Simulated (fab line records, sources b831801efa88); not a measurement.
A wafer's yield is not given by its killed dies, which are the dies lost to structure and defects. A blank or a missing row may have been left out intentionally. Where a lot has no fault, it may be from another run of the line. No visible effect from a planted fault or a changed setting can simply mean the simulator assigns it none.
fab line records    flow sky130
record lots=6  wafers=18  lastDay=50
route steps=708 shown VIA3@582 METAL4@598
lots that met no fault: taken from a fault-free run of the same line
startH: start of the lot's first displayed wafer, in hours after the record's first day    waitH: hours elapsed since this lot's preceding step    " as in the row above    L1.1+2: one row covering several wafers at once    - value missing, or start not given    * or withheld: withheld    < > ~ a bound
route shown NAME@n: NAME is a module with steps in the file, n the number in the route of the first one    usual: mean/standard deviation of fault-free wafers    same: alike in all rows    chamber/n: place in a boat    sites: readings site by site    _std_site: standard deviation across them    _edge_site: outer sites' mean less inner sites'    radiusMm: how far each site lies from the wafer's centre    mask NAME#n: copy n    behind: the last tool/chamber to shape the wafer    hold: why the lot went on hold/how many hours it stayed there/how the hold came to an end    device: the transistor (n, p or np) that didn't switch    end of line: the route-end tests of the same wafers    a step with no rows: only its recipe    killed: dies that structure and defects cost at the first sort, which is not the same as the wafer's yield    map: a wafer's dies, x killed, . not, _ none there
set.NAME: the run value of the setting; set.NAME@STEP: its run value at that earlier step    model.NAME: the simulator's own value behind a step, which no gauge read
certain route steps with their lots: each step a table, each wafer a row
services: when a tool's chamber went out of use (startH, in hours from the record's first day, below 0 if earlier), for how many hours, and the reason
## steps
# step SKY_VIA3_EXPOSE_09
# recipe maskId=VIM3  na=0.8  sourceShape=annular  sigmaInner=0.55  sigmaOuter=0.85  targetCdNm=200  doseMj=38
# step SKY_VIA3_PEB_10
# recipe pebTempC=withheld  pebTimeS=withheld  resist=KrF-thick
# step SKY_VIA3_DEVELOP_11
# recipe developTimeS=60  resist=KrF-thick  devTempC=21
# step SKY_VIA3_CD_MEAS_12
# recipe targetCdNm=200
# usual cdNm=199.8/1.4
lot.wafer  tool      chamber  startH   waitH  cdNm
L227.2     cdSem-02  -        944.29   -      200.1
L227.5     "         -        "        "      199.3
L227.6     "         -        "        "      197.6
L235.3     cdSem-02  -        1001.31  -      197.9
L235.5     "         -        "        "      199.3
L235.6     "         -        "        "      199.1
L237.1     cdSem-01  -        1014.92  -      198.6
L237.4     "         -        "        "      198.8
L237.5     "         -        "        "      200.1
L236.1     cdSem-02  -        1016.17  -      200.5
L236.3     "         -        "        "      199.7
L236.4     "         -        "        "      198.7
L243.2     cdSem-02  -        1053.49  -      196.9
L243.3     "         -        "        "      199.9
L243.5     "         -        "        "      199.2
L248.1     cdSem-02  -        1078.17  -      198.9
L248.5     "         -        "        "      199.2
L248.6     "         -        "        "      199.2
# step SKY_VIA3_OVL_MEAS_13
# usual VIA3_OVL=3/5.3
lot.wafer  tool        chamber  startH   waitH  VIA3_OVL[nm]
L227.2     overlay-01  -        944.40   0.1    9
L227.5     "           -        "        "      0
L227.6     "           -        "        "      9
L235.3     overlay-01  -        1001.40  0.1    3
L235.5     "           -        "        "      4
L235.6     "           -        "        "      -1
L237.1     overlay-01  -        1015.04  0.1    0
L237.4     "           -        "        "      -3
L237.5     "           -        "        "      1
L236.1     overlay-02  -        1016.29  0.1    6
L236.3     "           -        "        "      4
L236.4     "           -        "        "      10
L243.2     overlay-02  -        1053.60  0.1    5
L243.3     "           -        "        "      9
L243.5     "           -        "        "      8
L248.1     overlay-01  -        1078.29  0.1    3
L248.5     "           -        "        "      0
L248.6     "           -        "        "      -3
# step SKY_VIA3_ETCH_14
# recipe chemistry=N2/H2  target=BARC  ionEnergyEv=200  sourceW=500  biasW=100  pressureMtorr=30  n2FlowSccm=100  h2FlowSccm=200  stopOn=SiO2  timeS=45.9  targetDepthA=600
# usual drypumpMotorCurrentA=5.9/0.37  oesProductAu=0.855/0.005  throttleValvePct=13.224/0.0086
lot.wafer  tool        chamber  startH   waitH  drypumpMotorCurrentA  oesProductAu  rfHoursCounterH  throttleValvePct
L227.2     rieDiel-02  1        944.43   0.0    6.0                   0.855         16               13.237
L227.5     "           1        "        "      6.0                   0.853         -                13.238
L227.6     "           0        "        "      6.4                   0.861         -                13.232
L235.3     rieDiel-01  2        1001.43  0.0    5.7                   0.857         9                13.233
L235.5     "           0        "        "      5.7                   0.853         -                13.215
L235.6     "           1        "        "      5.8                   0.854         -                13.216
L237.1     rieDiel-01  3        1015.08  0.0    6.1                   0.853         2                13.216
L237.4     "           0        "        "      5.7                   0.848         20               13.218
L237.5     "           2        "        "      5.7                   0.855         -                13.220
L236.1     rieDiel-02  3        1016.33  0.0    6.4                   0.865         17               13.230
L236.3     "           1        "        "      6.0                   0.859         18               13.236
L236.4     "           0        "        "      6.4                   0.867         23               13.240
L243.2     rieDiel-01  3        1053.63  0.0    6.1                   0.861         4                13.225
L243.3     "           0        "        "      5.7                   0.857         22               13.233
L243.5     "           0        "        "      5.7                   0.857         -                13.223
L248.1     rieDiel-03  1        1078.33  0.0    5.4                   0.851         14               13.229
L248.5     "           3        "        "      5.9                   0.848         -                13.213
L248.6     "           0        "        "      6.1                   0.860         -                13.221
# step SKY_VIA3_ETCH_15
# recipe target=SiO2  chemistry=C4F8/O2/Ar  targetDepthNm=507  stopOn=TiN  maskMaterial=KrF-thick  sourceW=1500  biasW=1200  pressureMtorr=40  c4f8FlowSccm=withheld  O2_flow_sccm=6  Ar_flow_sccm=300  timeS=78
# usual oesProductAu=0.946/0.004
lot.wafer  tool        chamber  startH   waitH  oesProductAu  rfHoursCounterH
L227.2     rieDiel-02  1        944.47   0.0    0.944         16
L227.5     "           1        "        "      0.948         -
L227.6     "           0        "        "      0.952         -
L235.3     rieDiel-01  2        1001.47  0.0    0.940         9
L235.5     "           0        "        "      0.946         -
L235.6     "           1        "        "      0.949         -
L237.1     rieDiel-01  3        1015.12  0.0    0.941         2
L237.4     "           0        "        "      0.950         20
L237.5     "           2        "        "      0.952         -
L236.1     rieDiel-02  3        1016.37  0.0    0.956         17
L236.3     "           1        "        "      0.947         18
L236.4     "           0        "        "      0.949         23
L243.2     rieDiel-01  3        1053.67  0.0    0.942         4
L243.3     "           0        "        "      0.945         22
L243.5     "           0        "        "      0.940         -
L248.1     rieDiel-03  1        1078.37  0.0    0.950         14
L248.5     "           3        "        "      0.948         -
L248.6     "           0        "        "      0.945         -
# step SKY_VIA3_STRIP_16
# recipe chemistry=O2/N2  powerW=1400  pressureMtorr=1500  platenTempC=withheld  o2FlowSccm=3000  n2FlowSccm=300  overashFraction=0.5
# usual drypumpMotorCurrentA=5.5/0.37  o2FlowSccm=2999/8.6  oesProductAu=0.401/0.0047  stripTimeToEndpointS=4.117/0.019
# same overashFraction=0.5
lot.wafer  tool            chamber  startH   waitH  drypumpMotorCurrentA  o2FlowSccm  oesProductAu  rfHoursCounterH  stripTimeToEndpointS
L227.2     plasmaAsher-02  1        944.53   0.0    5.7                   3001        0.396         82               4.134
L227.5     "               1        "        "      5.7                   3002        0.402         -                4.097
L227.6     "               0        "        "      5.6                   2994        0.396         -                4.097
L235.3     plasmaAsher-03  1        1001.56  0.1    5.9                   2991        0.400         -                4.099
L235.5     "               1        "        "      5.9                   3002        0.406         -                4.116
L235.6     "               0        "        "      6.0                   2979        0.400         -                4.114
L237.1     plasmaAsher-01  1        1015.18  0.0    5.4                   3004        0.398         63               4.123
L237.4     "               1        "        "      5.4                   3008        0.410         -                4.148
L237.5     "               1        "        "      5.5                   3008        0.396         -                4.135
L236.1     plasmaAsher-02  0        1016.43  0.0    5.6                   3002        0.405         89               4.083
L236.3     "               1        "        "      5.7                   3017        0.400         -                4.113
L236.4     "               0        "        "      5.6                   3007        0.404         -                4.080
L243.2     plasmaAsher-01  0        1053.73  0.0    4.8                   2998        0.397         67               4.140
L243.3     "               1        "        "      5.4                   2979        0.407         -                4.137
L243.5     "               1        "        "      5.4                   3002        0.406         -                4.156
L248.1     plasmaAsher-03  1        1078.43  0.0    5.9                   3017        0.404         35               4.092
L248.5     "               1        "        "      5.9                   3005        0.404         -                4.127
L248.6     "               0        "        "      6.0                   2999        0.410         -                4.116
# step SKY_VIA3_STRIP_17
# recipe chemistry=postEtchResidueRemover  timeS=1200  tempC=72.5
# step SKY_VIA3_CLEAN_18
# recipe chemistry=IPA  timeS=180  tempC=25
# step SKY_VIA3_CLEAN_19
# recipe chemistry=O3/DIW  dry=n2Spin
# step SKY_VIA3_SPUTTER_20
# recipe material=TiN  targetThkNm=20  chamberPressurePa=5  powerW=4000  timeS=80
# usual throttleValvePct=30.3/0.97
lot.wafer  tool           chamber  startH   waitH  throttleValvePct
L227.2     pvdSputter-04  -        945.12   0.0    30.7
L227.5     "              -        "        "      30.9
L227.6     "              -        "        "      30.0
L235.3     pvdSputter-03  -        1002.15  0.0    32.2
L235.5     "              -        "        "      28.9
L235.6     "              -        "        "      30.0
L237.1     pvdSputter-02  -        1015.78  0.0    30.2
L237.4     "              -        "        "      30.3
L237.5     "              -        "        "      30.2
L236.1     pvdSputter-03  -        1017.07  0.0    31.8
L236.3     "              -        "        "      28.8
L236.4     "              -        "        "      30.0
L243.2     pvdSputter-04  -        1054.35  0.0    29.8
L243.3     "              -        "        "      29.5
L243.5     "              -        "        "      29.7
L248.1     pvdSputter-03  -        1079.03  0.0    29.0
L248.5     "              -        "        "      29.8
L248.6     "              -        "        "      31.9
# step SKY_VIA3_CVD_21
# recipe material=W  targetThkNm=390  timeS=117.31  tempC=400  pressureTorr=40
# usual chamberPressureTorr=40.00/0.089  heaterPowerW=891/78
lot.wafer  tool     chamber  startH   waitH  chamberPressureTorr  heaterPowerW  model.W_of_VIA3_CVD_21.thkNm
L227.2     cvdW-01  0        945.18   0.0    40.09                846           384.9
L227.5     "        0        "        "      40.07                823           388.7
L227.6     "        1        "        "      40.01                1028          391
L235.3     cvdW-01  0        1002.25  0.1    21.73                827           284.8
L235.5     "        0        "        "      21.93                859           282.3
L235.6     "        1        "        "      21.94                1029          286.3
L237.1     cvdW-01  1        1015.84  0.0    21.92                1020          293.3
L237.4     "        0        "        "      22.11                810           294.2
L237.5     "        1        "        "      22.02                1024          292.8
L236.1     cvdW-02  1        1017.13  0.0    40.02                866           384.9
L236.3     "        0        "        "      39.86                859           385
L236.4     "        1        "        "      39.84                855           385.4
L243.2     cvdW-02  1        1054.41  0.0    39.99                864           388.3
L243.3     "        1        "        "      40.03                863           392.5
L243.5     "        1        "        "      39.76                876           388.5
L248.1     cvdW-01  1        1079.09  0.0    40.03                1036          400.5
L248.5     "        0        "        "      39.89                850           396.8
L248.6     "        1        "        "      39.85                1023          397.4
# step SKY_VIA3_RS_MEAS_22
# recipe thkMeasGauge=four-point-probe  reads=W_of_VIA3_CVD_21+TiN_of_VIA3_SPUTTER_20
# usual VIA3_W_RS=0.294/0.0034
lot.wafer  tool          chamber  startH   waitH  VIA3_W_RS[ohm/sq]
L227.2     filmMetro-02  -        945.32   0.1    0.297
L227.5     "             -        "        "      0.294
L227.6     "             -        "        "      0.292
L235.3     filmMetro-02  -        1002.38  0.1    0.403
L235.5     "             -        "        "      0.406
L235.6     "             -        "        "      0.401
L237.1     filmMetro-01  -        1015.96  0.1    0.393
L237.4     "             -        "        "      0.391
L237.5     "             -        "        "      0.393
L236.1     filmMetro-03  -        1017.26  0.1    0.299
L236.3     "             -        "        "      0.298
L236.4     "             -        "        "      0.298
L243.2     filmMetro-02  -        1054.56  0.1    0.295
L243.3     "             -        "        "      0.291
L243.5     "             -        "        "      0.294
L248.1     filmMetro-02  -        1079.22  0.1    0.285
L248.5     "             -        "        "      0.288
L248.6     "             -        "        "      0.287
# step SKY_VIA3_THK_MEAS_23
# recipe thkMeasGauge=xrf  reads=W_of_VIA3_CVD_21
# usual VIA3_W_THK=373/7.6
lot.wafer  tool          chamber  startH   waitH  VIA3_W_THK[nm]
L227.2     filmMetro-02  -        945.43   0.1    365
L227.5     "             -        "        "      370
L227.6     "             -        "        "      370
L235.3     filmMetro-02  -        1002.48  0.1    272
L235.5     "             -        "        "      270
L235.6     "             -        "        "      273
L237.1     filmMetro-01  -        1016.08  0.1    292
L237.4     "             -        "        "      291
L237.5     "             -        "        "      289
L236.1     filmMetro-03  -        1017.38  0.1    358
L236.3     "             -        "        "      361
L236.4     "             -        "        "      361
L243.2     filmMetro-02  -        1054.67  0.1    369
L243.3     "             -        "        "      374
L243.5     "             -        "        "      371
L248.1     filmMetro-02  -        1079.34  0.1    380
L248.5     "             -        "        "      375
L248.6     "             -        "        "      375
# step SKY_VIA3_CMP_24
# recipe stopOn=SiO2  tOverpolishS=20  downForcePsi=3.5  platenRpm=60  targetThkNm=0  padVelocityMS=0.94248
# usual headPressurePsi=3.501/0.0074  motorCurrentA=11.6/1.3  slurryFlowMlMin=149.9/0.48  timeToEndpointS=93/3.4
lot.wafer  tool    chamber  startH   waitH  headPressurePsi  motorCurrentA  slurryFlowMlMin  timeToEndpointS
L227.2     cmp-02  2        945.53   0.1    3.503            10.7           150.7            88
L227.5     "       1        "        "      3.503            14.0           149.7            95
L227.6     "       2        "        "      3.495            11.4           150.1            94
L235.3     cmp-01  1        1002.62  0.1    3.497            11.3           149.3            68
L235.5     "       3        "        "      3.502            12.2           149.7            64
L235.6     "       0        "        "      3.499            11.1           150.0            64
L237.4     cmp-01  1        1016.14  0.0    3.505            11.2           150.5            73
L237.1     "       0        "        "      3.495            10.7           149.4            68
L237.5     "       2        "        "      3.508            9.7            149.9            72
L236.4     cmp-01  2        1017.44  0.0    3.494            9.6            150.5            89
L236.3     "       3        "        "      3.502            12.4           149.0            93
L236.1     "       1        "        "      3.483            11.0           149.2            94
L243.3     cmp-02  0        1054.72  0.0    3.497            12.2           150.3            95
L243.2     "       2        "        "      3.499            11.4           150.2            94
L243.5     "       0        "        "      3.492            12.5           150.0            99
L248.1     cmp-02  1        1079.40  0.1    3.490            13.5           150.2            97
L248.5     "       1        "        "      3.509            14.2           149.4            98
L248.6     "       2        "        "      3.506            11.3           150.5            96
# step SKY_METAL4_SPUTTER_00
# recipe material=Ti  targetThkNm=15  powerW=3000  timeS=10  chamberPressurePa=0.4
# usual throttleValvePct=30.2/0.69
lot.wafer  tool           chamber  startH   waitH  throttleValvePct
L227.2     pvdSputter-04  -        945.78   0.2    29.7
L227.5     "              -        "        "      30.4
L227.6     "              -        "        "      29.6
L235.3     pvdSputter-04  -        1002.82  0.1    30.2
L235.5     "              -        "        "      30.6
L235.6     "              -        "        "      29.8
L237.1     pvdSputter-01  -        1016.44  0.1    29.6
L237.4     "              -        "        "      29.2
L237.5     "              -        "        "      29.6
L236.1     pvdSputter-02  -        1017.74  0.1    30.2
L236.3     "              -        "        "      30.7
L236.4     "              -        "        "      30.9
L243.2     pvdSputter-04  -        1055.02  0.1    29.4
L243.3     "              -        "        "      29.7
L243.5     "              -        "        "      30.6
L248.1     pvdSputter-04  -        1079.70  0.2    29.9
L248.5     "              -        "        "      29.6
L248.6     "              -        "        "      30.4
## services
tool            chamber  startH   hours  kind
pvdSputter-04   -        929.41   5.0    repair
cmp-02          -        929.83   0.4    repair
pvdSputter-02   -        934.72   4.6    repair
plasmaAsher-03  -        937.74   2.8    pm
rieDiel-01      3        938.13   12.2   repair
pvdSputter-03   -        938.87   11.2   repair
rieDiel-03      3        952.39   1.4    repair
pvdSputter-02   3        953.85   -      consumableReplace:kit
pvdSputter-02   3        953.85   18.0   scheduledDown
pvdSputter-02   3        953.85   18.0   ventCycle
cvdW-02         -        962.57   14.6   pm
pvdSputter-03   -        988.03   3.4    repair
pvdSputter-04   -        1020.62  0.9    repair
cmp-01          -        1039.91  1.2    repair
rieDiel-01      1        1039.92  1.5    repair
pvdSputter-04   1        1041.35  -      consumableReplace:kit
pvdSputter-04   1        1041.35  18.0   scheduledDown
pvdSputter-04   1        1041.35  18.0   ventCycle
plasmaAsher-01  -        1048.08  2.8    pm
pvdSputter-03   -        1052.32  6.8    repair
cvdW-01         1        1056.72  15.2   repair
cmp-02          -        1064.51  0.4    repair
pvdSputter-02   2        1073.81  -      consumableReplace:kit
pvdSputter-02   2        1073.81  18.0   scheduledDown
## key
firstSign step=SKY_VIA3_CVD_21  reading=chamberPressureTorr  direction=down  sigmas=99+  usual=40.00  struck=21.94
effect step=SKY_VIA3_RS_MEAS_22  reading=VIA3_W_RS  direction=up  sigmas=30  usual=0.294  struck=0.398
effect step=SKY_VIA3_THK_MEAS_23  reading=VIA3_W_THK  direction=down  sigmas=12  usual=373  struck=281
effect step=SKY_VIA3_CMP_24  reading=timeToEndpointS  direction=down  sigmas=7.3  usual=*  struck=*
modelEffect step=SKY_VIA3_CVD_21  value=W_of_VIA3_CVD_21.thkNm  without=390.1  struck=288.9
metAt SKY_VIA3_CVD_21
struckWafers L235.3,L235.5,L235.6,L237.1,L237.4,L237.5
onsetBetween 945.18 1002.25
fault kind=processParameterDrift  tool=cvdW-01  chamber=-  onsetH=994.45  steps=SKY_VIA3_CVD_21  channel=pressureTorr  offset=-18.059  shape=step  endH=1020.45  actsIn=theseRecipesOnly  stated=40
